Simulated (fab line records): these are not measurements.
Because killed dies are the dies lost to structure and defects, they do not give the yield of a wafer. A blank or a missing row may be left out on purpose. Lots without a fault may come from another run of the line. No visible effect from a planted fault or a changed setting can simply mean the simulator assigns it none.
Which tool was responsible? ; flow gf180mcu ; 7 lots with 21 wafers sampled at 4 steps, on a route of 602 steps

== WHAT EACH GAUGE READ, for each wafer ==
GF_M1_RS_MEAS_05: the measuring method here is four-point-probe.
lot;measured;on;M1_ALCU_RS (ohm/sq)
L484;day 18 00:40;film metro-04;0.0697 0.0702 0.0696
L486;day 18 21:38;film metro-04;0.0695 0.0697 0.0690
L488;day 19 13:47;film metro-02;0.0685
L493;day 21 04:23;film metro-01;0.0676 0.0691 0.0683
L500;day 23 13:10;film metro-01;0.0690 0.0686 0.0674
L503;day 24 15:07;film metro-01;0.0715 0.0691 0.0711

== WHICH TOOL RAN EACH LOT (tool, then ch and the chambers of the sampled wafers, then the start) ==
lot;GF_CONTACT_CMP_27;GF_M1_SPUTTER_00;GF_M1_SPUTTER_02
L484;cmp-02 ch 1,3, day 18 00:11;pvd sputter-02, day 18 00:26;pvd sputter-02, day 18 00:34
L486;cmp-01 ch 0,3, day 18 21:09;pvd sputter-02, day 18 21:24;pvd sputter-02, day 18 21:32
L488;cmp-01 ch 0,2,3, day 19 13:21;pvd sputter-03, day 19 13:33;pvd sputter-03, day 19 13:41
L490;cmp-01 ch 1,2,3, day 20 03:52;-;-
L493;cmp-02 ch 1,2,3, day 21 03:56;pvd sputter-03, day 21 04:08;pvd sputter-03, day 21 04:17
L500;cmp-01 ch 2,3, day 23 12:38;pvd sputter-03, day 23 12:53;pvd sputter-03, day 23 13:01
L503;cmp-02 ch 0,1,2, day 24 14:38;pvd sputter-01, day 24 14:53;pvd sputter-01, day 24 15:01
- GF_CONTACT_CMP_27: polishes, stops on SiO2, t overpolish 15 s, target thk 0 nm.
- GF_M1_SPUTTER_00: material Ti, target thk 37.5 nm, time 150 s.
- GF_M1_SPUTTER_02: material AlCu, target thk 450 nm, time 23.9 s.

== THE ANSWER, worked out from the rows above alone ==
Rule: usual is defined by the lots themselves. Put in order of their means at a reading, lots are off if they are a third of the lots or fewer, leave a main group of 4 or more, and stand apart from it by a gap of 3 or more times the standard deviation of the main group's means; of several such gaps the widest counts. A main group whose means are all the same, to the digits that the tables above print for the reading, isn't used. A lot without any number at a reading at which 4 lots or more have one is off too. All remaining lots with rows at the step are treated as sound.
Nothing can be told from this: no lot is off at any reading shown.

== WHAT HAD BEEN PUT IN BY THE SIMULATOR ==
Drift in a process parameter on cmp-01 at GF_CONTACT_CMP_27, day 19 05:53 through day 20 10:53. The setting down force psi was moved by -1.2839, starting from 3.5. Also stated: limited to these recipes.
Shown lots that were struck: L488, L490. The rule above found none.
